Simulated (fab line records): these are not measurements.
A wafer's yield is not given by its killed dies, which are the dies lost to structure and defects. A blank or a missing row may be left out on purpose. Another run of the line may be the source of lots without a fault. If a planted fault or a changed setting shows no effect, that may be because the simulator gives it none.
Which of the tools did it? / flow gf180mcu / 12 lots with 36 wafers sampled at 4 steps, on a route of 602 steps

## WHAT THE GAUGES SHOWED, per wafer
GF_HV_LDD_CD_MEAS_07: the cd target is 400 nm. Usual: cd-nm at 399.7 nm, with a standard deviation of 2.3.
lot=L592; measured=day 11 03:38; on=cd-sem-01; cd-nm (nm)=397.6 396.6 399.1; flag=
lot=L593; measured=day 11 11:08; on=cd-sem-02; cd-nm (nm)=398.4 396.6 398.8; flag=
lot=L594; measured=day 11 21:44; on=cd-sem-02; cd-nm (nm)=401.7 401.6 401.9; flag=
lot=L596; measured=day 12 11:58; on=cd-sem-02; cd-nm (nm)=417.6 417.8 418.0; flag=OFF
lot=L597; measured=day 12 15:46; on=cd-sem-01; cd-nm (nm)=418.6 418.8 417.7; flag=OFF
lot=L602; measured=day 13 22:17; on=cd-sem-02; cd-nm (nm)=399.2 401.1 400.0; flag=
lot=L603; measured=day 14 06:31; on=cd-sem-01; cd-nm (nm)=401.3 398.7 401.1; flag=
lot=L604; measured=day 14 15:40; on=cd-sem-02; cd-nm (nm)=400.3 398.4 398.8; flag=
lot=L606; measured=day 15 02:40; on=cd-sem-02; cd-nm (nm)=401.1 399.4 397.6; flag=
lot=L608; measured=day 15 20:01; on=cd-sem-02; cd-nm (nm)=398.3 397.9 396.9; flag=
lot=L610; measured=day 16 13:23; on=cd-sem-02; cd-nm (nm)=396.3 397.2 397.9; flag=
lot=L612; measured=day 16 23:29; on=cd-sem-01; cd-nm (nm)=401.4 400.7 400.4; flag=

GF_CONTACT_THK_MEAS_26: measures by xrf. Usual: for CONTACT_W_THK the level is 312 nm and the standard deviation is 4.8.
lot=L592; measured=day 17 11:56; on=film-metro-03; CONTACT_W_THK (nm)=314 311 307; flag=
lot=L593; measured=day 17 22:55; on=film-metro-03; CONTACT_W_THK (nm)=311 307 307; flag=
lot=L594; measured=day 18 09:20; on=film-metro-02; CONTACT_W_THK (nm)=316 311 311; flag=
lot=L596; measured=day 19 00:47; on=film-metro-01; CONTACT_W_THK (nm)=316 313 314; flag=
lot=L597; measured=day 19 09:28; on=film-metro-03; CONTACT_W_THK (nm)=309 310 312; flag=
lot=L602; measured=day 20 21:51; on=film-metro-01; CONTACT_W_THK (nm)=311 309 314; flag=
lot=L603; measured=day 21 06:32; on=film-metro-02; CONTACT_W_THK (nm)=317 314 313; flag=
lot=L604; measured=day 21 16:05; on=film-metro-03; CONTACT_W_THK (nm)=304 300 306; flag=
lot=L606; measured=day 22 04:50; on=film-metro-01; CONTACT_W_THK (nm)=312 309 313; flag=
lot=L608; measured=day 23 00:42; on=film-metro-03; CONTACT_W_THK (nm)=309 308 308; flag=
lot=L610; measured=day 23 18:37; on=film-metro-02; CONTACT_W_THK (nm)=319 315 315; flag=
lot=L612; measured=day 24 04:31; on=film-metro-02; CONTACT_W_THK (nm)=310 308 311; flag=

## WHAT TOOL EACH LOT RAN ON (gives the tool, then ch and the chambers of the sampled wafers, and finally the start)
lot=L592; GF_HV_LDD_COAT_02=litho-track-02 ch 0, day 10 18:59; GF_HV_LDD_STRIP_10=plasma-asher-02 ch 0,1, day 11 03:55
lot=L593; GF_HV_LDD_COAT_02=litho-track-02 ch 0, day 11 01:58; GF_HV_LDD_STRIP_10=plasma-asher-04 ch 0,1, day 11 11:27
lot=L594; GF_HV_LDD_COAT_02=litho-track-02 ch 0, day 11 11:50; GF_HV_LDD_STRIP_10=plasma-asher-04 ch 0,1, day 11 22:01
lot=L596; GF_HV_LDD_COAT_02=litho-track-02 ch 0, day 12 02:28; GF_HV_LDD_STRIP_10=plasma-asher-04 ch 0,1, day 12 12:16
lot=L597; GF_HV_LDD_COAT_02=litho-track-02 ch 0, day 12 05:29; GF_HV_LDD_STRIP_10=plasma-asher-04 ch 0,1, day 12 16:02
lot=L602; GF_HV_LDD_COAT_02=litho-track-04 ch 0, day 13 12:20; GF_HV_LDD_STRIP_10=plasma-asher-02 ch 0,1, day 13 22:35
lot=L603; GF_HV_LDD_COAT_02=litho-track-04 ch 0, day 13 19:47; GF_HV_LDD_STRIP_10=plasma-asher-03 ch 0,1, day 14 06:49
lot=L604; GF_HV_LDD_COAT_02=litho-track-03 ch 0, day 14 05:35; GF_HV_LDD_STRIP_10=plasma-asher-04 ch 0, day 14 15:58
lot=L606; GF_HV_LDD_COAT_02=litho-track-03 ch 0, day 14 16:11; GF_HV_LDD_STRIP_10=plasma-asher-04 ch 1, day 15 02:58
lot=L608; GF_HV_LDD_COAT_02=litho-track-04 ch 0, day 15 09:52; GF_HV_LDD_STRIP_10=plasma-asher-04 ch 0,1, day 15 20:18
lot=L610; GF_HV_LDD_COAT_02=litho-track-04 ch 0, day 16 02:35; GF_HV_LDD_STRIP_10=plasma-asher-04 ch 0,1, day 16 13:41
lot=L612; GF_HV_LDD_COAT_02=litho-track-04 ch 0, day 16 12:37; GF_HV_LDD_STRIP_10=plasma-asher-04 ch 1, day 16 23:46
- GF_HV_LDD_COAT_02: resist thk 1000 nm.
- GF_HV_LDD_STRIP_10: strips in O2/N2.

## AS READ BY THE TOOLS THEMSELVES (means over the sampled wafers that have a number; for cases with no such wafer, the mark the record gives instead)
GF_HV_LDD_COAT_02. Usual: chill-plate-temp-C at 22.99 C, with a standard deviation of 0.1.
lot=L592; tool=litho-track-02; chill-plate-temp-C (C)=23.02; flag=
lot=L593; tool=litho-track-02; chill-plate-temp-C (C)=23.02; flag=
lot=L594; tool=litho-track-02; chill-plate-temp-C (C)=22.87; flag=
lot=L596; tool=litho-track-02; chill-plate-temp-C (C)=23.12; flag=
lot=L597; tool=litho-track-02; chill-plate-temp-C (C)=23.06; flag=
lot=L602; tool=litho-track-04; chill-plate-temp-C (C)=23.01; flag=
lot=L603; tool=litho-track-04; chill-plate-temp-C (C)=22.96; flag=
lot=L604; tool=litho-track-03; chill-plate-temp-C (C)=22.93; flag=
lot=L606; tool=litho-track-03; chill-plate-temp-C (C)=23.14; flag=
lot=L608; tool=litho-track-04; chill-plate-temp-C (C)=22.98; flag=
lot=L610; tool=litho-track-04; chill-plate-temp-C (C)=22.99; flag=
lot=L612; tool=litho-track-04; chill-plate-temp-C (C)=22.83; flag=

GF_HV_LDD_STRIP_10. Usual: chamber-pressure-mTorr 1500.0 mTorr, standard deviation 1.3; drypump-motor-current-A 5.6 A, standard deviation 0.5; heater-power-w 348 W, standard deviation 54; oes-product-au 0.716 a.u., standard deviation 0.0048; strip-time-to-endpoint-s 12.63 s, standard deviation 0.039.
lot=L592; tool=plasma-asher-02; chamber-pressure-mTorr (mTorr)=1500.4; drypump-motor-current-A (A)=6.1; heater-power-w (W)=323; oes-product-au (a.u.)=0.716; strip-time-to-endpoint-s (s)=12.59; flag=
lot=L593; tool=plasma-asher-04; chamber-pressure-mTorr (mTorr)=1500.8; drypump-motor-current-A (A)=5.2; heater-power-w (W)=346; oes-product-au (a.u.)=0.718; strip-time-to-endpoint-s (s)=12.56; flag=
lot=L594; tool=plasma-asher-04; chamber-pressure-mTorr (mTorr)=1499.3; drypump-motor-current-A (A)=5.3; heater-power-w (W)=390; oes-product-au (a.u.)=0.715; strip-time-to-endpoint-s (s)=12.60; flag=
lot=L596; tool=plasma-asher-04; chamber-pressure-mTorr (mTorr)=1498.9; drypump-motor-current-A (A)=5.3; heater-power-w (W)=395; oes-product-au (a.u.)=0.681; strip-time-to-endpoint-s (s)=10.70; flag=OFF
lot=L597; tool=plasma-asher-04; chamber-pressure-mTorr (mTorr)=1499.3; drypump-motor-current-A (A)=5.2; heater-power-w (W)=351; oes-product-au (a.u.)=0.676; strip-time-to-endpoint-s (s)=10.68; flag=OFF
lot=L602; tool=plasma-asher-02; chamber-pressure-mTorr (mTorr)=1498.4; drypump-motor-current-A (A)=6.2; heater-power-w (W)=318; oes-product-au (a.u.)=0.715; strip-time-to-endpoint-s (s)=12.68; flag=
lot=L603; tool=plasma-asher-03; chamber-pressure-mTorr (mTorr)=1500.2; drypump-motor-current-A (A)=5.8; heater-power-w (W)=328; oes-product-au (a.u.)=0.718; strip-time-to-endpoint-s (s)=12.65; flag=
lot=L604; tool=plasma-asher-04; chamber-pressure-mTorr (mTorr)=1500.0; drypump-motor-current-A (A)=5.4; heater-power-w (W)=433; oes-product-au (a.u.)=0.714; strip-time-to-endpoint-s (s)=12.59; flag=
lot=L606; tool=plasma-asher-04; chamber-pressure-mTorr (mTorr)=1500.4; drypump-motor-current-A (A)=5.2; heater-power-w (W)=310; oes-product-au (a.u.)=0.716; strip-time-to-endpoint-s (s)=12.63; flag=
lot=L608; tool=plasma-asher-04; chamber-pressure-mTorr (mTorr)=1500.4; drypump-motor-current-A (A)=5.3; heater-power-w (W)=390; oes-product-au (a.u.)=0.719; strip-time-to-endpoint-s (s)=12.61; flag=
lot=L610; tool=plasma-asher-04; chamber-pressure-mTorr (mTorr)=1500.9; drypump-motor-current-A (A)=5.2; heater-power-w (W)=349; oes-product-au (a.u.)=0.716; strip-time-to-endpoint-s (s)=12.68; flag=
lot=L612; tool=plasma-asher-04; chamber-pressure-mTorr (mTorr)=1498.8; drypump-motor-current-A (A)=5.1; heater-power-w (W)=310; oes-product-au (a.u.)=0.712; strip-time-to-endpoint-s (s)=12.60; flag=

## THE ANSWER, worked out from the rows above alone
Rule: a lot counts as off when the mean over its wafers that have a number is more than 3 standard deviations away from the usual mean. Also off: a lot with no number at a reading for which 4 or more lots have one. The other lots that the step has rows for count as sound. First the gauges in route order, then the tools' own readings, where a lot's mean is used as printed above. At the first step where some lot is off, the reading lying furthest off is the one used; lots without a number count as furthest.
Off, at GF_HV_LDD_CD_MEAS_07 on cd-nm: L596, L597.
A tool fits if, at a process step before that reading, it ran every lot that is off, and no sound lot after the first of them. Not tried: the gauges at GF_HV_LDD_CD_MEAS_07; whatever is off there is also off at GF_HV_LDD_STRIP_10, on other tools, and gauge error can't account for it. One fits: litho-track-02 at GF_HV_LDD_COAT_02. A fault onset in the window from L594 (day 11 11:50, its last sound lot) to L596 (day 12 02:28, its first lot off) fits.

## WHAT THE SIMULATOR HAD PUT IN
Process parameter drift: litho-track-02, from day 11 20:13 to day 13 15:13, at GF_HV_LDD_COAT_02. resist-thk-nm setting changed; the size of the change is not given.
Shown lots that were struck: L596, L597. The rule above reached the same finding.
